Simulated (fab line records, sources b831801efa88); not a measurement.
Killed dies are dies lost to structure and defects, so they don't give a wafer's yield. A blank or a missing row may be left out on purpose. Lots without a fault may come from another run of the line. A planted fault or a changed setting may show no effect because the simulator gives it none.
fab line records | flow gf180mcu
record lots=5 wafers=15 last_day=34
route steps=602 shown M5@536 V5@540 TOP_METAL@567
lots that met no fault: from a run of the same line without faults
start_h: hours from the record's first day to the start of the lot's first wafer shown | wait_h: hours since the lot's step before | " the same as in the row above | L1.1+2: a row that stands for several wafers | - no value, or no start given | * or withheld: withheld | < > ~ a bound
route shown NAME@n: a module of which the file shows steps, and the number in the route of the first | usual: mean/standard deviation of fault-free wafers | same: alike in all rows | chamber/n: place in a boat | sites: the reading at each site | _std_site: their standard deviation | _edge_site: outer sites' mean less inner sites' | radius_mm: how far each site lies from the wafer's centre | mask NAME#n: copy n | behind: the tool/chamber that last shaped the wafer | hold: why the lot was held/for how many hours/how that ended | device: the transistor (n, p or np) that didn't switch | end of line: the same wafers' tests at the end of the route | a step without rows: its recipe alone | killed: dies lost to structure and defects at the first sort, not the wafer's yield | map: a wafer's dies, x killed, . not, _ none there
set.NAME: the setting as run; set.NAME@STEP: as run at that earlier step | model.NAME: the simulator's own value behind a step, which no gauge read
lots at some steps of the route; a table a step, a row a wafer
services: from which hour (start_h, from the record's first day; less than 0 if before it) a tool's chamber was out of use, for how many hours, and why
## steps
# step GF_M5_METAL_ETCH_10
# recipe chemistry=Cl2/BCl3 mask_material=KrF target_depth_nm=750.8 stop_on=SiO2 pressure_mtorr=8 icp_w=800 bias_w=140 Cl2_flow_sccm=80 bcl3_flow_sccm=40 time_s=125.1
# usual drypump_motor_current_A=5.8/0.47 oes_product_au=0.991/0.0055 throttle_valve_pct=28.229/0.011
# columns lot.wafer tool chamber start_h wait_h drypump_motor_current_A oes_product_au rf_hours_counter_h throttle_valve_pct
L080.1 rie_metal-03 1 658.01 0.0 6.2 0.989 13 28.223
L080.4 " 1 " " 6.2 0.994 - 28.222
L080.5 " 1 " " 6.2 0.988 - 28.233
L081.2 rie_metal-03 1 667.50 0.0 6.1 0.994 13 28.216
L081.4 " 1 " " 6.1 0.988 - 28.236
L081.6 " 0 " " 5.9 0.993 - 28.226
L086.2 rie_metal-02 0 697.85 0.0 5.1 0.984 11 28.239
L086.3 " 0 " " 5.1 0.990 - 28.247
L086.4 " 1 " " 6.4 0.990 - 28.222
L092.1 rie_metal-02 1 738.14 0.0 6.4 0.986 15 28.216
L092.2 " 0 " " 5.1 0.989 13 28.232
L092.4 " 1 " " 6.4 0.989 - 28.235
L096.1 rie_metal-02 1 756.59 0.0 6.4 0.992 16 28.219
L096.2 " 0 " " 5.1 0.991 14 28.218
L096.5 " 1 " " 6.4 0.995 - 28.205
# step GF_M5_STRIP_11
# recipe chemistry=O2/N2 power_w=1400 pressure_mtorr=1500 platen_temp_c=250 o2_flow_sccm=3000 n2_flow_sccm=300 overash_fraction=0.5
# usual drypump_motor_current_A=5.6/0.5 heater_power_w=370/41 oes_product_au=0.523/0.0048 strip_time_to_endpoint_s=7.03/0.054
# columns lot.wafer tool chamber start_h wait_h drypump_motor_current_A heater_power_w oes_product_au rf_hours_counter_h strip_time_to_endpoint_s
L080.1 plasma_asher-04 1 658.27 0.2 5.1 354 0.521 101 7.01
L080.4 " 0 " " 5.7 331 0.531 - 7.01
L080.5 " 1 " " 5.1 349 0.521 - 6.99
L081.2 plasma_asher-02 0 667.62 0.1 6.5 352 0.526 87 6.93
L081.4 " 1 " " 6.0 334 0.525 - 6.97
L081.6 " 1 " " 6.0 344 0.517 - 6.92
L086.2 plasma_asher-02 1 697.97 0.1 6.0 342 0.536 90 7.14
L086.3 " 0 " " 6.5 353 0.532 - 7.13
L086.4 " 1 " " 6.0 336 0.523 - 7.07
L092.1 plasma_asher-02 1 738.27 0.1 6.1 331 0.520 94 6.97
L092.2 " 0 " " 6.5 349 0.527 94 7.08
L092.4 " 1 " " 6.1 340 0.520 - 7.02
L096.1 plasma_asher-03 1 756.72 0.1 5.0 449 0.525 65 7.03
L096.2 " 0 " " 5.7 393 0.525 65 7.07
L096.5 " 0 " " 5.7 383 0.522 - 6.97
# step GF_M5_STRIP_12
# recipe chemistry=post_etch_residue_remover time_s=1200 temp_c=72.5
# columns lot.wafer tool chamber start_h wait_h
L080.1+4+5 wet_bench-03 0 658.37 0.1
L081.2+4+6 wet_bench-03 0 667.72 0.1
L086.2+3+4 wet_bench-01 0 698.07 0.1
L092.1+2+4 wet_bench-01 2 738.37 0.1
L096.1+2+5 wet_bench-03 1 756.82 0.1
# step GF_M5_CLEAN_13
# recipe chemistry=DIW dry=n2_spin
# columns lot.wafer tool chamber start_h wait_h
L080.1+4+5 wet_bench-04 2 658.71 0.0
L081.2+4+6 wet_bench-01 1 668.07 0.0
L086.2+3+4 wet_bench-04 3 698.45 0.0
L092.1+2+4 wet_bench-03 2 738.72 0.0
L096.1+2+5 wet_bench-01 2 757.17 0.0
# step GF_V5_CVD_00
# recipe material=SiO2 target_thk_nm=300 sigma_open_frac=0.3 temp_c=400 time_s=50 sih4_flow_sccm=60 pressure_mtorr=6
# columns lot.wafer tool chamber start_h wait_h
L080.1+4+5 hdpcvd-01 1,1,0 658.81 0.0
L081.2+4+6 hdpcvd-02 2,1,0 668.16 0.0
L086.2+3+4 hdpcvd-01 2,1,0 698.54 0.0
L092.1+2+4 hdpcvd-02 2,1,1 738.82 0.0
L096.1+2+5 hdpcvd-01 0,1,2 757.27 0.0
# step GF_V5_THK_MEAS_01
# recipe reads=SiO2_of_V5_CVD_00
# usual V5_CVD_00_THK=299/3.1
# columns lot.wafer tool chamber start_h wait_h V5_CVD_00_THK[nm]
L080.1 film_metro-02 - 658.86 0.0 295
L080.4 " - " " 299
L080.5 " - " " 301
L081.2 film_metro-02 - 668.21 0.0 297
L081.4 " - " " 298
L081.6 " - " " 299
L086.2 film_metro-03 - 698.59 0.0 302
L086.3 " - " " 305
L086.4 " - " " 303
L092.1 film_metro-04 - 738.86 0.0 299
L092.2 " - " " 297
L092.4 " - " " 298
L096.1 film_metro-02 - 757.31 0.0 290
L096.2 " - " " 291
L096.5 " - " " 295
# step GF_V5_CVD_02
# recipe material=SiO2 target_thk_nm=1450 precursor=TEOS temp_c=400 time_s=163.28 rf_w=600
# usual heater_power_w=644/110
# columns lot.wafer tool chamber start_h wait_h heater_power_w
L080.1 pecvd-04 0 658.92 0.1 706
L080.4 " 1 " " 526
L080.5 " 0 " " 550
L081.2 pecvd-04 2 668.26 0.0 649
L081.4 " 0 " " 562
L081.6 " 1 " " 542
L086.2 pecvd-03 0 698.64 0.0 558
L086.3 " 2 " " 746
L086.4 " 2 " " 803
L092.1 pecvd-04 0 738.92 0.1 591
L092.2 " 1 " " 551
L092.4 " 2 " " 591
L096.1 pecvd-01 2 757.37 0.1 588
L096.2 " 0 " " 781
L096.5 " 1 " " 478
# step GF_V5_THK_MEAS_03
# recipe reads=SiO2_of_V5_CVD_02
# usual V5_CVD_02_THK=1443/20
# columns lot.wafer tool chamber start_h wait_h V5_CVD_02_THK[nm]
L080.1 film_metro-03 - 659.02 0.1 1415
L080.4 " - " " 1431
L080.5 " - " " 1448
L081.2 film_metro-03 - 668.38 0.1 1435
L081.4 " - " " 1461
L081.6 " - " " 1451
L086.2 film_metro-03 - 698.76 0.1 1417
L086.3 " - " " 1439
L086.4 " - " " 1471
L092.1 film_metro-02 - 739.03 0.1 1425
L092.2 " - " " 1427
L092.4 " - " " 1464
L096.1 film_metro-04 - 757.48 0.1 1457
L096.2 " - " " 1448
L096.5 " - " " 1471
# step GF_V5_CMP_04
# recipe material=SiO2 down_force_psi=4 platen_rpm=60 pad_velocity_m_s=0.94248
# usual motor_current_A=11.7/1.5 slurry_flow_ml_min=150.0/0.47
# columns lot.wafer tool chamber start_h wait_h motor_current_A slurry_flow_ml_min
L080.1 cmp-01 1 659.13 0.1 9.8 150.2
L080.4 " 3 " " 10.9 150.1
L080.5 " 0 " " 11.9 150.7
L081.2 cmp-01 1 668.48 0.1 10.9 149.9
L081.4 " 3 " " 10.5 149.9
L081.6 " 0 " " 11.7 150.4
L086.2 cmp-01 1 698.81 0.0 9.7 150.2
L086.3 " 2 " " 11.0 148.9
L086.4 " 0 " " 11.8 150.2
L092.2 cmp-02 3 740.72 1.7 10.2 149.6
L092.1 " 0 " " 12.6 150.2
L092.4 " 2 " " 15.5 150.9
L096.2 cmp-01 1 757.54 0.0 9.8 148.9
L096.1 " 2 " " 11.2 150.4
L096.5 " 1 " " 10.2 149.2
# step GF_V5_BOW_MEAS_05
# recipe mode=bow
# usual V5_BOW=134/8.5
# columns lot.wafer tool chamber start_h wait_h V5_BOW[um]
L080.1 film_metro-03 - 659.38 0.2 119
L080.4 " - " " 121
L080.5 " - " " 136
L081.2 film_metro-04 - 668.75 0.2 120
L081.4 " - " " 119
L081.6 " - " " 124
L086.2 film_metro-02 - 699.13 0.3 140
L086.3 " - " " 124
L086.4 " - " " 132
L092.1 film_metro-03 - 741.02 0.2 136
L092.2 " - " " 125
L092.4 " - " " 138
L096.1 film_metro-02 - 757.84 0.2 152
L096.2 " - " " 146
L096.5 " - " " 144
# step GF_V5_DEHYDRATE_06
# recipe temp_c=200 time_s=60
# usual resist_line_temp_C=22.99/0.093
# columns lot.wafer tool chamber start_h wait_h resist_line_temp_C
L080.1 litho_track-03 0 667.27 7.9 22.95
L080.4 " 0 " " 22.81
L080.5 " 0 " " 23.01
L081.2 litho_track-02 0 678.38 9.6 22.98
L081.4 " 0 " " 22.93
L081.6 " 0 " " 22.88
L086.2 litho_track-03 0 707.20 8.0 23.08
L086.3 " 0 " " 22.96
L086.4 " 0 " " 22.79
L092.1 litho_track-02 0 747.40 6.4 23.04
L092.2 " 0 " " 23.05
L092.4 " 0 " " 23.10
L096.1 litho_track-04 0 764.51 6.7 22.92
L096.2 " 0 " " 23.05
L096.5 " 0 " " 22.91
# step GF_V5_HMDS_07
# recipe prime_time_s=60 prime_temp_c=120
# usual resist_line_temp_C=23.00/0.091
# columns lot.wafer tool chamber start_h wait_h resist_line_temp_C
L080.1 litho_track-03 0 667.42 0.1 22.93
L080.4 " 0 " " 22.90
L080.5 " 0 " " 23.02
L081.2 litho_track-02 0 678.53 0.1 23.02
L081.4 " 0 " " 23.18
L081.6 " 0 " " 23.00
L086.2 litho_track-03 0 707.35 0.1 22.87
L086.3 " 0 " " 23.02
L086.4 " 0 " " 23.02
L092.1 litho_track-02 0 747.55 0.1 23.09
L092.2 " 0 " " 23.24
L092.4 " 0 " " 22.94
L096.1 litho_track-04 0 764.66 0.1 23.02
L096.2 " 0 " " 22.93
L096.5 " 0 " " 23.03
# step GF_V5_COAT_08
# recipe resist=BARC temp_c=withheld time_s=withheld spin_rpm=withheld resist_thk_nm=withheld
# usual resist_line_temp_C=*
# columns lot.wafer tool chamber start_h wait_h resist_line_temp_C
L080.1 litho_track-03 0 667.57 0.1 *
L080.4 " 0 " " *
L080.5 " 0 " " *
L081.2 litho_track-02 0 678.68 0.1 *
L081.4 " 0 " " *
L081.6 " 0 " " *
L086.2 litho_track-03 0 707.50 0.1 *
L086.3 " 0 " " *
L086.4 " 0 " " *
L092.1 litho_track-02 0 747.70 0.1 *
L092.2 " 0 " " *
L092.4 " 0 " " *
L096.1 litho_track-04 0 764.81 0.1 *
L096.2 " 0 " " *
L096.5 " 0 " " *
# step GF_V5_COAT_09
# recipe resist=KrF spin_rpm=withheld resist_thk_nm=1000
# usual resist_line_temp_C=23.02/0.11
# columns lot.wafer tool chamber start_h wait_h resist_line_temp_C
L080.1 litho_track-03 0 - - 22.91
L080.4 " 0 " " 22.90
L080.5 " 0 " " 22.89
L081.2 litho_track-02 0 - - 23.13
L081.4 " 0 " " 22.94
L081.6 " 0 " " 22.93
L086.2 litho_track-03 0 - - 22.83
L086.3 " 0 " " 22.78
L086.4 " 0 " " 22.77
L092.1 litho_track-02 0 - - 22.90
L092.2 " 0 " " 22.86
L092.4 " 0 " " 22.89
L096.1 litho_track-04 0 - - 22.90
L096.2 " 0 " " 23.12
L096.5 " 0 " " 23.03
# step GF_V5_SOFTBAKE_10
# recipe temp_c=130 time_s=60 resist=KrF
# usual resist_line_temp_C=23.00/0.099
# columns lot.wafer tool chamber start_h wait_h resist_line_temp_C
L080.1 litho_track-03 0 - - 23.02
L080.4 " 0 " " 23.02
L080.5 " 0 " " 22.97
L081.2 litho_track-02 0 - - 22.89
L081.4 " 0 " " 22.86
L081.6 " 0 " " 22.96
L086.2 litho_track-03 0 - - 22.87
L086.3 " 0 " " 22.93
L086.4 " 0 " " 23.22
L092.1 litho_track-02 0 - - 23.03
L092.2 " 0 " " 22.92
L092.4 " 0 " " 22.96
L096.1 litho_track-04 0 - - 22.96
L096.2 " 0 " " 22.90
L096.5 " 0 " " 22.92
# step GF_V5_EXPOSE_11
# recipe mask_id=Via5 target_cd_nm=260 na=0.68 source_shape=conventional sigma_outer=0.6 dose_mj=38
# usual exposure_dose_mJ_cm2=38.00/0.034
# columns lot.wafer tool chamber start_h wait_h mask exposure_dose_mJ_cm2
L080.1 krf_scanner-01 0 - - Via5#0 38.03
L080.4 " 0 " " Via5#0 37.96
L080.5 " 0 " " Via5#0 37.98
L081.2 krf_scanner-01 0 - - Via5#0 37.95
L081.4 " 0 " " Via5#0 38.04
L081.6 " 0 " " Via5#0 37.95
L086.2 krf_scanner-01 0 - - Via5#0 38.00
L086.3 " 0 " " Via5#0 37.95
L086.4 " 0 " " Via5#0 38.01
L092.1 krf_scanner-02 0 - - Via5#0 38.02
L092.2 " 0 " " Via5#0 38.00
L092.4 " 0 " " Via5#0 38.10
L096.1 krf_scanner-01 0 - - Via5#0 38.05
L096.2 " 0 " " Via5#0 38.05
L096.5 " 0 " " Via5#0 38.01
# step GF_V5_PEB_12
# recipe peb_temp_c=135 peb_time_s=90 resist=KrF
# usual resist_line_temp_C=23.01/0.11
# columns lot.wafer tool chamber start_h wait_h resist_line_temp_C
L080.1 litho_track-02 0 - - 23.26
L080.4 " 0 " " 23.04
L080.5 " 0 " " 23.16
L081.2 litho_track-04 0 - - 23.07
L081.4 " 0 " " 23.13
L081.6 " 0 " " 22.97
L086.2 litho_track-03 0 - - 23.07
L086.3 " 0 " " 22.98
L086.4 " 0 " " 23.06
L092.1 litho_track-04 0 - - 22.93
L092.2 " 0 " " 23.15
L092.4 " 0 " " 22.99
L096.1 litho_track-04 0 - - 23.14
L096.2 " 0 " " 23.05
L096.5 " 0 " " 23.02
# step GF_V5_DEVELOP_13
# recipe develop_time_s=60 resist=KrF dev_temp_c=21
# usual resist_line_temp_C=23.01/0.13
# columns lot.wafer tool chamber start_h wait_h resist_line_temp_C
L080.1 litho_track-02 0 678.20 0.2 23.13
L080.4 " 0 " " 23.02
L080.5 " 0 " " 22.96
L081.2 litho_track-04 0 687.79 0.2 23.05
L081.4 " 0 " " 23.02
L081.6 " 0 " " 23.01
L086.2 litho_track-03 0 717.05 0.2 23.12
L086.3 " 0 " " 23.20
L086.4 " 0 " " 23.20
L092.1 litho_track-04 0 756.62 0.2 23.26
L092.2 " 0 " " 23.16
L092.4 " 0 " " 23.26
L096.1 litho_track-04 0 772.86 0.2 22.98
L096.2 " 0 " " 22.92
L096.5 " 0 " " 22.92
# step GF_V5_CD_MEAS_14
# recipe target_cd_nm=260
# usual cd_nm=260.3/1.2
# columns lot.wafer tool chamber start_h wait_h cd_nm
L080.1 cd_sem-02 - 678.35 0.1 262.2
L080.4 " - " " 260.9
L080.5 " - " " 261.6
L081.2 cd_sem-02 - 687.94 0.1 262.4
L081.4 " - " " 262.3
L081.6 " - " " 262.1
L086.2 cd_sem-02 - 717.19 0.1 260.3
L086.3 " - " " 260.4
L086.4 " - " " 259.3
L092.1 cd_sem-01 - 756.77 0.1 258.6
L092.2 " - " " 257.9
L092.4 " - " " 258.7
L096.1 cd_sem-01 - 773.01 0.1 261.2
L096.2 " - " " 260.2
L096.5 " - " " 259.1
# step GF_V5_OVL_MEAS_15
# usual V5_OVL=5/5.5
# columns lot.wafer tool chamber start_h wait_h V5_OVL[nm]
L080.1 overlay-02 - 678.47 0.1 0
L080.4 " - " " 9
L080.5 " - " " -4
L081.2 overlay-02 - 688.04 0.1 -2
L081.4 " - " " -3
L081.6 " - " " -1
L086.2 overlay-01 - 717.30 0.1 8
L086.3 " - " " 3
L086.4 " - " " 12
L092.1 overlay-01 - 756.89 0.1 5
L092.2 " - " " 6
L092.4 " - " " 11
L096.1 overlay-01 - 773.13 0.1 5
L096.2 " - " " -4
L096.5 " - " " 8
# step GF_V5_ETCH_16
# recipe chemistry=N2/H2 target_depth_a=withheld overetch_a=withheld time_s=withheld target=BARC ion_energy_ev=200 source_w=500 bias_w=100 pressure_mtorr=30 n2_flow_sccm=100 h2_flow_sccm=200
# usual drypump_motor_current_A=5.8/0.43 oes_product_au=0.854/0.0046 throttle_valve_pct=13.225/0.0096
# columns lot.wafer tool chamber start_h wait_h drypump_motor_current_A oes_product_au throttle_valve_pct
L080.1 rie_diel-04 0 678.51 0.0 5.5 0.860 13.216
L080.4 " 2 " " 5.8 0.854 13.238
L080.5 " 1 " " 6.4 0.852 13.224
L081.2 rie_diel-02 1 688.07 0.0 5.4 0.867 13.221
L081.4 " 0 " " 5.9 0.854 13.199
L081.6 " 2 " " 6.0 0.855 13.232
L086.2 rie_diel-01 3 717.33 0.0 5.8 0.851 13.233
L086.3 " 1 " " 6.7 0.861 13.224
L086.4 " 0 " " 4.9 0.853 13.228
L092.1 rie_diel-04 1 756.92 0.0 6.4 0.853 13.216
L092.2 " 0 " " 5.5 0.860 13.218
L092.4 " 3 " " 5.8 0.863 13.211
L096.1 rie_diel-02 2 773.17 0.0 6.0 0.856 13.228
L096.2 " 3 " " 5.9 0.852 13.221
L096.5 " 2 " " 6.0 0.862 13.228
# step GF_V5_ETCH_17
# recipe chemistry=C4F8/O2/Ar mask_material=KrF target=SiO2 stop_on=TiN source_w=1500 bias_w=1200 pressure_mtorr=40 c4f8_flow_sccm=withheld O2_flow_sccm=6 Ar_flow_sccm=300 time_s=withheld target_depth_a=8550
# usual oes_product_au=0.860/0.005
# columns lot.wafer tool chamber start_h wait_h oes_product_au
L080.1 rie_diel-04 0 - - 0.863
L080.4 " 2 " " 0.860
L080.5 " 1 " " 0.854
L081.2 rie_diel-02 3 - - 0.862
L081.4 " 1 " " 0.858
L081.6 " 3 " " 0.867
L086.2 rie_diel-01 3 - - 0.863
L086.3 " 1 " " 0.849
L086.4 " 0 " " 0.859
L092.1 rie_diel-04 1 - - 0.854
L092.2 " 0 " " 0.870
L092.4 " 3 " " 0.860
L096.1 rie_diel-02 2 - - 0.860
L096.2 " 3 " " 0.862
L096.5 " 2 " " 0.866
# step GF_V5_STRIP_18
# recipe chemistry=O2/N2 power_w=1400 pressure_mtorr=1500 platen_temp_c=250 o2_flow_sccm=3000 n2_flow_sccm=300 overash_fraction=0.5
# usual drypump_motor_current_A=5.9/0.43 heater_power_w=344/11 oes_product_au=0.568/0.0053
# columns lot.wafer tool chamber start_h wait_h drypump_motor_current_A heater_power_w oes_product_au rf_hours_counter_h
L080.1 plasma_asher-04 1 678.66 - 5.1 348 0.566 103
L080.4 " 1 " " 5.1 331 0.567 -
L080.5 " 1 " " 5.1 339 0.571 -
L081.2 plasma_asher-04 1 688.22 - 5.1 349 0.574 105
L081.4 " 0 " " 5.7 330 0.565 -
L081.6 " 0 " " 5.7 337 0.563 -
L086.2 plasma_asher-02 0 717.48 - 6.5 353 0.575 92
L086.3 " 0 " " 6.5 352 0.560 -
L086.4 " 1 " " 6.1 346 0.569 -
L092.1 plasma_asher-04 1 757.07 - 5.1 332 0.568 1
L092.2 " 0 " " 5.7 314 0.579 1
L092.4 " 0 " " 5.7 318 0.566 -
L096.1 plasma_asher-02 0 773.32 - 6.5 349 0.568 98
L096.2 " 1 " " 6.1 344 0.571 98
L096.5 " 1 " " 6.1 341 0.576 -
# step GF_V5_STRIP_19
# recipe chemistry=post_etch_residue_remover time_s=1200 temp_c=72.5
# columns lot.wafer tool chamber start_h wait_h
L080.1+4+5 wet_bench-03 3 678.76 0.1
L081.2+4+6 wet_bench-01 1 688.32 0.1
L086.2+3+4 wet_bench-01 1 717.58 0.1
L092.1+2+4 wet_bench-02 1 757.17 0.1
L096.1+2+5 wet_bench-01 2 773.42 0.1
# step GF_V5_CLEAN_20
# recipe chemistry=DIW dry=n2_spin
# columns lot.wafer tool chamber start_h wait_h
L080.1+4+5 wet_bench-02 3 679.10 0.0
L081.2+4+6 wet_bench-02 2 688.67 0.0
L086.2+3+4 wet_bench-02 2 717.92 0.0
L092.1+2+4 wet_bench-03 0 757.55 0.0
L096.1+2+5 wet_bench-02 0 773.77 0.0
# step GF_V5_SPUTTER_21
# recipe material=Ti target_thk_nm=15 chamber_pressure_pa=5 power_w=2500 substrate_temp_c=200 time_s=80.02
# usual throttle_valve_pct=30.3/0.86
# columns lot.wafer tool chamber start_h wait_h throttle_valve_pct
L080.1 pvd_sputter-03 - 679.20 0.0 29.4
L080.4 " - " " 29.3
L080.5 " - " " 30.1
L081.2 pvd_sputter-04 - 688.76 0.0 30.9
L081.4 " - " " 30.2
L081.6 " - " " 31.0
L086.2 pvd_sputter-04 - 718.03 0.0 31.0
L086.3 " - " " 29.3
L086.4 " - " " 31.2
L092.1 pvd_sputter-04 - 757.64 0.0 31.3
L092.2 " - " " 29.4
L092.4 " - " " 30.2
L096.1 pvd_sputter-02 - 773.86 0.0 30.3
L096.2 " - " " 28.7
L096.5 " - " " 31.1
# step GF_V5_SPUTTER_22
# recipe material=TiN target_thk_nm=10 chamber_pressure_pa=5 power_w=4000 time_s=40
# usual throttle_valve_pct=30.3/0.86
# columns lot.wafer tool chamber start_h wait_h throttle_valve_pct
L080.1 pvd_sputter-03 - 679.26 0.0 29.5
L080.4 " - " " 29.2
L080.5 " - " " 30.1
L081.2 pvd_sputter-04 - 688.82 0.0 31.0
L081.4 " - " " 30.4
L081.6 " - " " 31.2
L086.2 pvd_sputter-04 - 718.09 0.0 30.7
L086.3 " - " " 29.5
L086.4 " - " " 31.5
L092.1 pvd_sputter-04 - 757.70 0.0 31.3
L092.2 " - " " 29.1
L092.4 " - " " 30.2
L096.1 pvd_sputter-02 - 773.92 0.0 30.0
L096.2 " - " " 28.8
L096.5 " - " " 31.1
# step GF_V5_CVD_23
# recipe material=W target_thk_nm=350 time_s=104.9 temp_c=400 pressure_torr=40
# usual heater_power_w=859/85
# columns lot.wafer tool chamber start_h wait_h heater_power_w
L080.1 cvd_w-02 0 679.30 0.0 841
L080.4 " 0 " " 845
L080.5 " 1 " " 859
L081.2 cvd_w-01 1 688.86 0.0 958
L081.4 " 0 " " 742
L081.6 " 1 " " 967
L086.2 cvd_w-02 0 718.13 0.0 851
L086.3 " 1 " " 869
L086.4 " 0 " " 848
L092.1 cvd_w-01 1 757.74 0.0 975
L092.2 " 0 " " 750
L092.4 " 1 " " 984
L096.1 cvd_w-02 0 773.96 0.0 848
L096.2 " 1 " " 859
L096.5 " 0 " " 853
# step GF_V5_RS_MEAS_24
# recipe thk_meas_gauge=four-point-probe reads=W_of_V5_CVD_23+TiN_of_V5_SPUTTER_22+Ti_of_V5_SPUTTER_21
# usual V5_W_RS=0.327/0.0033
# columns lot.wafer tool chamber start_h wait_h V5_W_RS[ohm/sq]
L080.1 film_metro-03 - 679.41 0.1 0.328
L080.4 " - " " 0.329
L080.5 " - " " 0.322
L081.2 film_metro-02 - 688.99 0.1 0.325
L081.4 " - " " 0.326
L081.6 " - " " 0.328
L086.2 film_metro-03 - 718.26 0.1 0.325
L086.3 " - " " 0.329
L086.4 " - " " 0.330
L092.1 film_metro-04 - 757.85 0.1 0.329
L092.2 " - " " 0.327
L092.4 " - " " 0.329
L096.1 film_metro-03 - 774.07 0.1 0.334
L096.2 " - " " 0.332
L096.5 " - " " 0.331
# step GF_V5_THK_MEAS_25
# recipe thk_meas_gauge=xrf reads=W_of_V5_CVD_23
# usual V5_W_THK=344/3.7
# columns lot.wafer tool chamber start_h wait_h V5_W_THK[nm]
L080.1 film_metro-03 - 679.53 0.1 340
L080.4 " - " " 340
L080.5 " - " " 346
L081.2 film_metro-02 - 689.10 0.1 346
L081.4 " - " " 348
L081.6 " - " " 345
L086.2 film_metro-03 - 718.37 0.1 346
L086.3 " - " " 343
L086.4 " - " " 342
L092.1 film_metro-04 - 757.97 0.1 344
L092.2 " - " " 345
L092.4 " - " " 344
L096.1 film_metro-03 - 774.19 0.1 337
L096.2 " - " " 340
L096.5 " - " " 341
# step GF_V5_CMP_26
# recipe stop_on=SiO2 down_force_psi=3.5 platen_rpm=60 t_overpolish_s=15 target_thk_nm=0 pad_velocity_m_s=0.94248
# usual motor_current_A=10.9/1.4 overpolish_run_s=15.001/0.0088 slurry_flow_ml_min=149.9/0.45 time_to_endpoint_s=86/4.1
# columns lot.wafer tool chamber start_h wait_h motor_current_A overpolish_run_s slurry_flow_ml_min time_to_endpoint_s
L080.4 cmp-01 1 679.59 0.0 9.3 14.993 150.4 94
L080.1 " 2 " " 10.4 14.986 149.3 81
L080.5 " 2 " " 10.5 15.001 149.2 82
L081.2 cmp-01 0 689.20 0.1 11.2 15.003 148.8 90
L081.4 " 2 " " 10.6 15.001 149.1 86
L081.6 " 3 " " 9.2 14.998 150.5 86
L086.3 cmp-01 2 718.42 0.0 10.5 14.991 149.8 84
L086.2 " 0 " " 10.9 14.991 150.6 92
L086.4 " 1 " " 8.8 15.019 149.4 92
L092.4 cmp-02 1 758.08 0.1 12.0 15.001 150.4 86
L092.1 " 2 " " 14.2 14.994 149.3 94
L092.2 " 3 " " 9.5 14.990 150.2 85
L096.1 cmp-01 1 774.30 0.1 9.1 15.003 149.7 84
L096.2 " 3 " " 9.7 15.004 150.3 81
L096.5 " 0 " " 11.2 15.003 150.5 87
# step GF_TOP_METAL_SPUTTER_00
# recipe material=Ti target_thk_nm=37.5 arriving_ion_energy_ev=80 substrate_temp_c=200 chamber_pressure_pa=2 power_w=4000 time_s=150
# usual throttle_valve_pct=29.8/0.59
# columns lot.wafer tool chamber start_h wait_h throttle_valve_pct
L080.1 pvd_sputter-01 - 679.89 0.2 30.0
L080.4 " - " " 29.1
L080.5 " - " " 30.1
L081.2 pvd_sputter-01 - 689.45 0.2 30.4
L081.4 " - " " 29.7
L081.6 " - " " 29.2
L086.2 pvd_sputter-01 - 718.72 0.1 30.2
L086.3 " - " " 30.1
L086.4 " - " " 29.5
L092.1 pvd_sputter-01 - 758.33 0.1 30.3
L092.2 " - " " 29.9
L092.4 " - " " 29.1
L096.1 pvd_sputter-02 - 774.55 0.2 30.3
L096.2 " - " " 29.2
L096.5 " - " " 28.7
# step GF_TOP_METAL_SPUTTER_01
# recipe material=TiN target_thk_nm=30 power_w=6500 time_s=25 chamber_pressure_pa=0.4
# usual throttle_valve_pct=29.7/0.6
# columns lot.wafer tool chamber start_h wait_h throttle_valve_pct
L080.1 pvd_sputter-01 - 679.99 0.1 30.4
L080.4 " - " " 29.0
L080.5 " - " " 30.1
L081.2 pvd_sputter-01 - 689.55 0.1 30.2
L081.4 " - " " 29.5
L081.6 " - " " 29.2
L086.2 pvd_sputter-01 - 718.82 0.1 30.3
L086.3 " - " " 30.1
L086.4 " - " " 29.7
L092.1 pvd_sputter-01 - 758.43 0.1 30.2
L092.2 " - " " 29.9
L092.4 " - " " 29.3
L096.1 pvd_sputter-02 - 774.65 0.1 29.8
L096.2 " - " " 28.7
L096.5 " - " " 29.0
# step GF_TOP_METAL_SPUTTER_02
# recipe material=AlCu target_thk_nm=900 power_w=10600 chamber_pressure_pa=0.3 substrate_temp_c=250 gas=Ar time_s=47.82
# usual throttle_valve_pct=29.7/0.61
# columns lot.wafer tool chamber start_h wait_h throttle_valve_pct
L080.1 pvd_sputter-01 - 680.02 0.0 30.0
L080.4 " - " " 29.1
L080.5 " - " " 30.2
L081.2 pvd_sputter-01 - 689.58 0.0 30.2
L081.4 " - " " 29.4
L081.6 " - " " 29.2
L086.2 pvd_sputter-01 - 718.85 0.0 30.2
L086.3 " - " " 30.3
L086.4 " - " " 29.7
L092.1 pvd_sputter-01 - 758.46 0.0 30.2
L092.2 " - " " 29.7
L092.4 " - " " 29.0
L096.1 pvd_sputter-02 - 774.68 0.0 30.0
L096.2 " - " " 28.9
L096.5 " - " " 29.0
# step GF_TOP_METAL_SPUTTER_03
# recipe material=Ti target_thk_nm=5 substrate_temp_c=300 chamber_pressure_pa=0.3 power_w=3000 time_s=3.3
# usual throttle_valve_pct=29.7/0.62
# columns lot.wafer tool chamber start_h wait_h throttle_valve_pct
L080.1 pvd_sputter-01 - 680.06 0.0 30.2
L080.4 " - " " 29.1
L080.5 " - " " 30.5
L081.2 pvd_sputter-01 - 689.62 0.0 30.5
L081.4 " - " " 29.9
L081.6 " - " " 29.1
L086.2 pvd_sputter-01 - 718.90 0.0 30.3
L086.3 " - " " 30.1
L086.4 " - " " 29.8
L092.1 pvd_sputter-01 - 758.50 0.0 30.3
L092.2 " - " " 29.6
L092.4 " - " " 29.1
L096.1 pvd_sputter-02 - 774.72 0.0 29.7
L096.2 " - " " 29.1
L096.5 " - " " 29.1
## services
# columns tool chamber start_h hours kind
rie_diel-04 - 634.73 2.8 pm
pecvd-04 - 640.37 0.8 pm
pvd_sputter-01 - 648.08 17.5 repair
cmp-01 - 650.79 0.3 repair
rie_metal-03 0 650.95 12.1 repair
krf_scanner-01 - 654.37 3.6 pm
cmp-02 - 654.74 0.7 repair
pecvd-04 - 669.46 28.1 pm
krf_scanner-01 - 674.40 2.0 repair
krf_scanner-01 - 682.43 1.3 pm
krf_scanner-01 - 695.91 0.8 pm
pecvd-04 - 702.45 0.4 repair
pvd_sputter-01 - 711.25 2.3 repair
krf_scanner-01 - 718.06 0.7 repair
hdpcvd-01 - 728.32 14.6 pm
cmp-01 - 731.09 1.1 repair
plasma_asher-04 - 733.75 9.0 pm
pecvd-04 - 734.39 0.9 repair
rie_diel-02 1 750.57 15.6 repair
pecvd-04 - 752.20 5.5 pm
hdpcvd-01 - 755.92 1.1 repair
krf_scanner-01 - 758.88 1.0 pm
krf_scanner-01 - 763.29 0.8 repair
rie_diel-04 - 765.28 0.9 repair
## key
fault none
